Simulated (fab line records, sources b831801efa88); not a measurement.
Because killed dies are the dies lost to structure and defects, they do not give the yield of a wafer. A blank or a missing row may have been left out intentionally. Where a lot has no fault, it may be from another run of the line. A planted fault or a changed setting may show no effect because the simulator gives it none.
Problem report in the 8D (eight disciplines) form, filled by code    flow gf180mcu    the parts of the form that need people (team, actions taken, sign-off) are left out

== 1. PROBLEM STATEMENT ==
Mean of chamberPressurePa at GF_M1_SPUTTER_00: 2.271 Pa across 6 wafers in 2 lots; on wafers with no fault it is 2.000 Pa (standard deviation 0.004). That is +68 standard deviations from the usual mean.
The step: material Ti, target thk 37.5 nm, time 150 s.
Seen first at day 21 14:46 on pvdSputter-04, wafer L805.1. At this step, 18 wafers from 6 lots have a number in the record. The rule behind "out" and "out of limits": a value lying over 4 standard deviations away from the usual mean. All remaining wafers that have a number are taken as sound.

== 2. WHAT IT IS, WHAT IT ISN'T ==
question                     is                      is not
which readings at this step  chamberPressurePa       -
which lots                   L805, L806              L795, L802, L810, L811
which wafers of those lots   all that have a number  -
read on which tools          pvdSputter-04           pvdSputter-01, pvdSputter-03
when                         from day 21 14:46       up to then (6 sound wafers); but 6 sound wafers of L810, L811 came after

== 3. WHAT RULES OUT EACH SUSPECT ==
Counting: a tool stays on the suspect list if, at a process step up to the reading, it processed all lots that are out and no sound lot following the first of them.
- plasmaAsher-01 at GF_CONTACT_STRIP_18 (strips in O2/N2): ruled out as a lasting fault. Following L805 (day 21 13:47), the first lot on it that is out, the sound lots L810 were run on it.
- pvdSputter-04 at GF_M1_SPUTTER_00 (material Ti, target thk 37.5 nm, time 150 s): kept. All lots that are out passed through it, beginning with L805 at day 21 14:46, and no sound lot followed; its final sound lot before that point was L802 at day 20 13:56. Its own chamberPressurePa readings are out on those wafers.
The count leaves pvdSputter-04 at GF_M1_SPUTTER_00.

== 4. THE CAUSE (what the simulator had put in) ==
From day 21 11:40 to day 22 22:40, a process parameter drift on pvdSputter-04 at GF_M1_SPUTTER_00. From 2, the setting chamberPressurePa moved by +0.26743. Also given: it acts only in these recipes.
The count eliminated every tool but this one.

== 5. THE CHAIN OF EFFECTS, in route order ==
Each row: a reading whose mean over the struck wafers that have a number lies more than 3 standard deviations from the usual. Scope: only readings with a usual standard deviation given in the record; hours: median across lots of the time from each lot's start at the first step in this table that gives one to its start at this step; sigmas: change in usual standard deviations.
hours  step              reading            usual     on struck wafers  change  sigmas
0      GF_M1_SPUTTER_00  chamberPressurePa  2.000 Pa  2.271             +0.271  +68
0      GF_M1_SPUTTER_00  throttleValvePct   29.9 %    28.3              -1.6    -3.3
Process steps it contains:
- GF_M1_SPUTTER_00: material Ti, target thk 37.5 nm, time 150 s.

== 6. WHAT WOULD HAVE CAUGHT IT SOONER ==
In this record the first reading out of limits was taken at day 21 14:46, 3 hours after the fault began at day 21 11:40.
